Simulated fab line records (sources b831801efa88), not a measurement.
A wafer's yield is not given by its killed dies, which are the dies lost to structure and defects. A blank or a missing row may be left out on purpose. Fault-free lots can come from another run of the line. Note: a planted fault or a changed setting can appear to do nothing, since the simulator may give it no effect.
fab line records	flow gf180mcu
[record] lots = 15	wafers = 45	last_day = 34
route steps=602 shown V3@443 M4@456
lots untouched by any fault: they come from a run of this same line in which no faults occurred
start_h: start of the lot's first displayed wafer, in hours after the record's first day	wait_h: hours since the lot's step before	" unchanged from the row above	L1.1+2: several wafers, shown together as one row	- no value, or no start was given	* or withheld: withheld	< > ~ a bound
route shown NAME@n: a module of which the file shows steps, and the number in the route of the first	usual: mean and standard deviation over wafers with no fault	same: alike in all rows	chamber/n: place in a boat	sites: each site's reading	_std_site: their standard deviation	_edge_site: outer sites' mean less inner sites'	radius_mm: for every site, how far away it sits from the centre of the wafer	mask NAME#n: copy n	behind: the most recent tool/chamber to have shaped the wafer	hold: why the lot was held/for how many hours/how that ended	device: transistor that didn't switch, given as n, p or np	end of line: the same wafers' tests at the end of the route	a step with no rows: only its recipe	killed: at the first sort, the dies lost to defects and structure; wafer yield is something else	map: per-die view of a wafer (x killed, . not killed, _ where there is no die)
set.NAME: the setting that was run; set.NAME@STEP: the one run at that earlier step	model.NAME: the simulator's own value behind a step, which no gauge read
route steps across a sampled set of lots; one table per step, one row per wafer
services: from which hour (start_h, from the record's first day; less than 0 if before it) a tool's chamber was out of use, for how many hours, and why
[[steps]]
[step GF_V3_CD_MEAS_14]
[recipe] target_cd_nm = 260
[usual] cd_nm = 259.7/1.2
lot.wafer	tool	chamber	start_h	wait_h	cd_nm
L322.1	cd_sem-02	-	507.48	0.1	261.5
L322.4	"	-	"	"	260.2
L322.6	"	-	"	"	260.5
L323.1	cd_sem-02	-	516.61	0.1	259.5
L323.2	"	-	"	"	257.7
L323.5	"	-	"	"	256.8
L324.1	cd_sem-02	-	524.61	0.1	261.4
L324.5	"	-	"	"	260.5
L324.6	"	-	"	"	260.2
L325.1	cd_sem-02	-	544.01	0.1	257.3
L325.2	"	-	"	"	257.0
L325.6	"	-	"	"	257.3
L326.2	cd_sem-02	-	550.80	0.1	260.0
L326.4	"	-	"	"	260.7
L326.6	"	-	"	"	260.6
L329.2	cd_sem-02	-	567.63	0.1	260.1
L329.3	"	-	"	"	259.6
L329.4	"	-	"	"	258.7
L330.3	cd_sem-02	-	586.43	0.2	259.1
L330.5	"	-	"	"	259.2
L330.6	"	-	"	"	259.2
L331.1	cd_sem-02	-	587.23	0.1	260.8
L331.3	"	-	"	"	259.6
L331.5	"	-	"	"	259.7
L338.2	cd_sem-01	-	647.45	0.1	260.7
L338.3	"	-	"	"	261.8
L338.4	"	-	"	"	260.4
L340.2	cd_sem-02	-	665.38	0.1	259.5
L340.4	"	-	"	"	260.0
L340.6	"	-	"	"	260.0
L341.1	cd_sem-02	-	665.58	0.1	261.6
L341.2	"	-	"	"	260.5
L341.4	"	-	"	"	261.3
L342.1	cd_sem-01	-	672.43	0.1	260.4
L342.3	"	-	"	"	260.1
L342.5	"	-	"	"	258.8
L343.1	cd_sem-02	-	677.62	0.1	259.5
L343.3	"	-	"	"	259.7
L343.6	"	-	"	"	259.7
L344.1	cd_sem-01	-	681.48	0.1	262.6
L344.2	"	-	"	"	262.2
L344.5	"	-	"	"	260.0
L345.1	cd_sem-01	-	689.32	0.1	260.5
L345.2	"	-	"	"	259.9
L345.6	"	-	"	"	260.2
[step GF_M4_SPUTTER_00]
[recipe] material = Ti	target_thk_nm = 37.5	arriving_ion_energy_ev = 80	substrate_temp_c = 200	chamber_pressure_pa = 2	power_w = 4000	time_s = 150
[usual] cathode_dc_power_W = 4000.0/0.74	chamber_pressure_pa = 2.000/0.0041	throttle_valve_pct = 30.5/0.66
lot.wafer	tool	chamber	start_h	wait_h	cathode_dc_power_W	chamber_pressure_pa	throttle_valve_pct
L322.1	pvd_sputter-02	-	508.99	0.1	4000.6	1.999	30.2
L322.4	"	-	"	"	4000.9	1.999	30.8
L322.6	"	-	"	"	4000.1	2.004	30.5
L323.1	pvd_sputter-03	-	518.12	0.2	4000.5	2.007	30.1
L323.2	"	-	"	"	4001.2	1.997	30.0
L323.5	"	-	"	"	3998.9	2.004	29.7
L324.1	pvd_sputter-01	-	526.13	0.1	4000.2	2.001	30.4
L324.5	"	-	"	"	4001.0	1.996	31.0
L324.6	"	-	"	"	3999.3	2.002	30.1
L325.1	pvd_sputter-01	-	545.52	0.2	3999.1	2.003	30.4
L325.2	"	-	"	"	4001.0	2.002	31.7
L325.6	"	-	"	"	3999.1	1.996	31.1
L326.2	pvd_sputter-03	-	552.30	0.1	4000.9	2.005	31.3
L326.4	"	-	"	"	4000.2	2.000	29.8
L326.6	"	-	"	"	3999.6	2.002	29.9
L329.2	pvd_sputter-03	-	569.12	0.2	4001.2	1.993	31.0
L329.3	"	-	"	"	4001.0	1.994	29.9
L329.4	"	-	"	"	4001.6	1.991	30.2
L330.3	pvd_sputter-03	-	587.90	0.1	4000.0	2.003	30.8
L330.5	"	-	"	"	3999.1	1.999	29.6
L330.6	"	-	"	"	3999.8	2.000	30.4
L331.1	pvd_sputter-02	-	589.18	0.2	4000.3	1.994	30.0
L331.3	"	-	"	"	3999.6	2.005	29.6
L331.5	"	-	"	"	4000.4	2.002	30.3
L338.2	pvd_sputter-01	-	648.94	0.1	4000.6	2.006	31.7
L338.3	"	-	"	"	3999.7	1.993	31.1
L338.4	"	-	"	"	4000.2	1.995	30.4
L340.2	pvd_sputter-02	-	666.99	0.1	3999.6	2.000	29.8
L340.4	"	-	"	"	3998.8	2.003	30.4
L340.6	"	-	"	"	4000.6	2.001	30.4
L341.1	pvd_sputter-03	-	667.09	0.1	4000.3	1.998	29.7
L341.2	"	-	"	"	4001.0	2.007	30.0
L341.4	"	-	"	"	3999.3	1.996	30.2
L342.1	pvd_sputter-03	-	674.04	0.2	4000.4	2.002	29.9
L342.3	"	-	"	"	4001.0	2.005	30.9
L342.5	"	-	"	"	4000.0	2.005	30.8
L343.1	pvd_sputter-01	-	679.17	0.1	4001.0	2.000	31.1
L343.3	"	-	"	"	3999.4	1.993	29.6
L343.6	"	-	"	"	3998.8	1.988	29.8
L344.1	pvd_sputter-01	-	683.06	0.2	4000.2	2.000	31.3
L344.2	"	-	"	"	3999.9	2.000	30.3
L344.5	"	-	"	"	4001.2	2.001	29.7
L345.1	pvd_sputter-02	-	691.09	0.2	3998.6	1.996	29.7
L345.2	"	-	"	"	3999.7	2.002	30.8
L345.6	"	-	"	"	4000.1	2.003	31.0
[step GF_M4_SPUTTER_04]
[recipe] material = TiN	target_thk_nm = 50	power_w = 6500	time_s = 41.7	chamber_pressure_pa = 0.4
[usual] cathode_dc_power_W = 6500.0/1.2	chamber_pressure_pa = 0.4000/0.00079	throttle_valve_pct = 30.5/0.67
lot.wafer	tool	chamber	start_h	wait_h	cathode_dc_power_W	chamber_pressure_pa	throttle_valve_pct
L322.1	pvd_sputter-02	-	509.18	0.0	6501.3	0.4002	29.9
L322.4	"	-	"	"	6498.9	0.4006	30.6
L322.6	"	-	"	"	6501.7	0.4002	30.4
L323.1	pvd_sputter-03	-	518.30	0.0	6498.9	0.4010	30.5
L323.2	"	-	"	"	6500.4	0.4008	29.7
L323.5	"	-	"	"	6499.3	0.4020	29.7
L324.1	pvd_sputter-01	-	526.31	0.0	6499.3	0.4000	30.3
L324.5	"	-	"	"	6501.5	0.3998	31.1
L324.6	"	-	"	"	6500.8	0.4017	29.6
L325.1	pvd_sputter-01	-	545.70	0.0	6499.9	0.3996	30.4
L325.2	"	-	"	"	6499.9	0.4003	32.0
L325.6	"	-	"	"	6503.4	0.4010	31.3
L326.2	pvd_sputter-03	-	552.48	0.0	6499.8	0.3987	31.0
L326.4	"	-	"	"	6501.3	0.3996	30.1
L326.6	"	-	"	"	6498.7	0.3997	29.7
L329.2	pvd_sputter-03	-	569.30	0.0	-	-	-
L329.3	"	-	"	"	-	-	-
L329.4	"	-	"	"	-	-	-
L330.3	pvd_sputter-03	-	588.08	0.0	-	-	-
L330.5	"	-	"	"	-	-	-
L330.6	"	-	"	"	-	-	-
L331.1	pvd_sputter-02	-	589.37	0.0	-	-	-
L331.3	"	-	"	"	-	-	-
L331.5	"	-	"	"	-	-	-
L338.2	pvd_sputter-01	-	649.12	0.0	6500.0	0.4001	31.8
L338.3	"	-	"	"	6500.6	0.3996	31.0
L338.4	"	-	"	"	6499.4	0.4010	30.3
L340.2	pvd_sputter-02	-	667.17	0.0	6501.2	0.3993	29.7
L340.4	"	-	"	"	6497.5	0.4003	30.6
L340.6	"	-	"	"	6499.9	0.4012	30.5
L341.1	pvd_sputter-03	-	667.27	0.0	6501.3	0.3997	30.1
L341.2	"	-	"	"	6500.1	0.3991	30.5
L341.4	"	-	"	"	6498.8	0.4002	30.1
L342.1	pvd_sputter-03	-	674.22	0.0	6499.4	0.4006	30.2
L342.3	"	-	"	"	6500.5	0.3985	30.9
L342.5	"	-	"	"	6499.0	0.3987	31.1
L343.1	pvd_sputter-01	-	679.35	0.0	6502.5	0.4002	31.2
L343.3	"	-	"	"	6502.1	0.4010	29.8
L343.6	"	-	"	"	6499.9	0.4003	29.8
L344.1	pvd_sputter-01	-	683.25	0.0	6498.9	0.4012	30.9
L344.2	"	-	"	"	6501.0	0.4008	30.5
L344.5	"	-	"	"	6500.3	0.3992	30.0
L345.1	pvd_sputter-02	-	691.27	0.0	6499.3	0.3994	29.6
L345.2	"	-	"	"	6499.1	0.3996	30.8
L345.6	"	-	"	"	6499.3	0.3997	30.8
[step GF_M4_THK_MEAS_06]
[recipe] thk_meas_gauge = xrf	reads = AlCu_of_M4_SPUTTER_02
[usual] M4_ALCU_THK = 461/4.5
lot.wafer	tool	chamber	start_h	wait_h	M4_ALCU_THK[nm]
L322.1	film_metro-02	-	509.33	0.1	458
L322.4	"	-	"	"	455
L322.6	"	-	"	"	457
L323.1	film_metro-01	-	518.46	0.1	464
L323.2	"	-	"	"	468
L323.5	"	-	"	"	465
L324.1	film_metro-01	-	526.47	0.1	466
L324.5	"	-	"	"	458
L324.6	"	-	"	"	461
L325.1	film_metro-02	-	545.86	0.1	459
L325.2	"	-	"	"	457
L325.6	"	-	"	"	460
L326.2	film_metro-04	-	552.65	0.1	458
L326.4	"	-	"	"	450
L326.6	"	-	"	"	461
L329.2	film_metro-01	-	569.47	0.1	507
L329.3	"	-	"	"	508
L329.4	"	-	"	"	508
L330.3	film_metro-01	-	588.26	0.1	509
L330.5	"	-	"	"	516
L330.6	"	-	"	"	511
L331.1	film_metro-01	-	589.53	0.1	515
L331.3	"	-	"	"	519
L331.5	"	-	"	"	519
L338.2	film_metro-01	-	649.29	0.1	467
L338.3	"	-	"	"	467
L338.4	"	-	"	"	466
L340.2	film_metro-04	-	667.34	0.1	463
L340.4	"	-	"	"	452
L340.6	"	-	"	"	457
L341.1	film_metro-02	-	667.43	0.1	469
L341.2	"	-	"	"	460
L341.4	"	-	"	"	462
L342.1	film_metro-01	-	674.38	0.1	462
L342.3	"	-	"	"	467
L342.5	"	-	"	"	464
L343.1	film_metro-04	-	679.51	0.1	467
L343.3	"	-	"	"	467
L343.6	"	-	"	"	465
L344.1	film_metro-04	-	683.41	0.1	466
L344.2	"	-	"	"	463
L344.5	"	-	"	"	459
L345.1	film_metro-01	-	691.43	0.1	467
L345.2	"	-	"	"	455
L345.6	"	-	"	"	465
[step GF_M4_CD_MEAS_14]
[recipe] target_cd_nm = 280
[usual] cd_nm = 280.1/1.2
lot.wafer	tool	chamber	start_h	wait_h	cd_nm
L322.1	cd_sem-02	-	532.42	0.1	279.9
L322.4	"	-	"	"	280.9
L322.6	"	-	"	"	279.3
L323.1	cd_sem-02	-	540.52	0.1	277.3
L323.2	"	-	"	"	278.4
L323.5	"	-	"	"	277.8
L324.1	cd_sem-02	-	548.83	0.1	280.8
L324.5	"	-	"	"	282.6
L324.6	"	-	"	"	281.1
L325.1	cd_sem-02	-	567.77	0.1	279.2
L325.2	"	-	"	"	279.5
L325.6	"	-	"	"	279.7
L326.2	cd_sem-02	-	574.55	0.1	280.8
L326.4	"	-	"	"	281.2
L326.6	"	-	"	"	282.3
L329.2	cd_sem-02	-	591.00	0.1	281.1
L329.3	"	-	"	"	280.8
L329.4	"	-	"	"	281.5
L330.3	cd_sem-02	-	608.76	0.1	281.1
L330.5	"	-	"	"	280.2
L330.6	"	-	"	"	280.9
L331.1	cd_sem-02	-	609.78	0.1	279.8
L331.3	"	-	"	"	278.7
L331.5	"	-	"	"	277.8
L338.2	cd_sem-01	-	668.89	0.1	279.5
L338.3	"	-	"	"	278.3
L338.4	"	-	"	"	278.7
L340.2	cd_sem-02	-	686.00	0.1	280.7
L340.4	"	-	"	"	280.8
L340.6	"	-	"	"	281.5
L341.1	cd_sem-01	-	686.12	0.1	279.4
L341.2	"	-	"	"	279.3
L341.4	"	-	"	"	279.7
L342.1	cd_sem-02	-	692.73	0.1	278.0
L342.3	"	-	"	"	278.5
L342.5	"	-	"	"	279.3
L343.1	cd_sem-02	-	698.33	0.1	282.2
L343.3	"	-	"	"	281.5
L343.6	"	-	"	"	281.7
L344.1	cd_sem-02	-	701.82	0.1	281.7
L344.2	"	-	"	"	280.9
L344.5	"	-	"	"	281.3
L345.1	cd_sem-02	-	709.38	0.1	280.3
L345.2	"	-	"	"	279.5
L345.6	"	-	"	"	280.2
[[services]]
tool	chamber	start_h	hours	kind
pvd_sputter-03	0	538.09	-	consumable_replace:kit
pvd_sputter-03	0	538.09	18.0	scheduled_down
pvd_sputter-03	0	538.09	18.0	vent_cycle
pvd_sputter-03	-	556.92	0.9	repair
pvd_sputter-01	1	607.97	-	consumable_replace:kit
pvd_sputter-01	1	607.97	18.0	scheduled_down
pvd_sputter-01	1	607.97	18.0	vent_cycle
pvd_sputter-02	1	677.74	-	consumable_replace:kit
pvd_sputter-02	1	677.74	18.0	scheduled_down
pvd_sputter-02	1	677.74	18.0	vent_cycle
pvd_sputter-03	3	678.54	-	consumable_replace:kit
pvd_sputter-03	3	678.54	18.0	scheduled_down
pvd_sputter-03	3	678.54	18.0	vent_cycle
[[key]]
[first_sign] step = GF_M4_SPUTTER_04	reading = tool_record	direction = missing
[effect] step = GF_M4_THK_MEAS_06	reading = M4_ALCU_THK	direction = up	sigmas = 11	usual = 461	struck = 512
met_at GF_M4_SPUTTER_04
struck_lots L329,L330,L331
later_rows_left_out L329.2,L329.3,L329.4,L330.3,L330.5,L330.6,L331.1,L331.3,L331.5
sort_left_out L329.2,L329.3,L329.4,L330.3,L330.5,L330.6,L331.1,L331.3,L331.5
not_acting_at GF_V3_CD_MEAS_14,GF_M4_SPUTTER_00,GF_M4_CD_MEAS_14
onset_between 552.48 569.30
[fault] kind = skipped_step_whole	tool = pvd_sputter-02,pvd_sputter-03	chamber = -	onset_h = 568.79	steps = GF_M4_SPUTTER_04	scope = struck_lots_only
// sort_left_out: the simulated sort isn't trusted on such a fault, so these wafers' sort isn't shown, and their yield isn't known
// later_rows_left_out: the simulator's readings of these wafers behind a module that went badly wrong aren't trusted and aren't shown, but for the sort
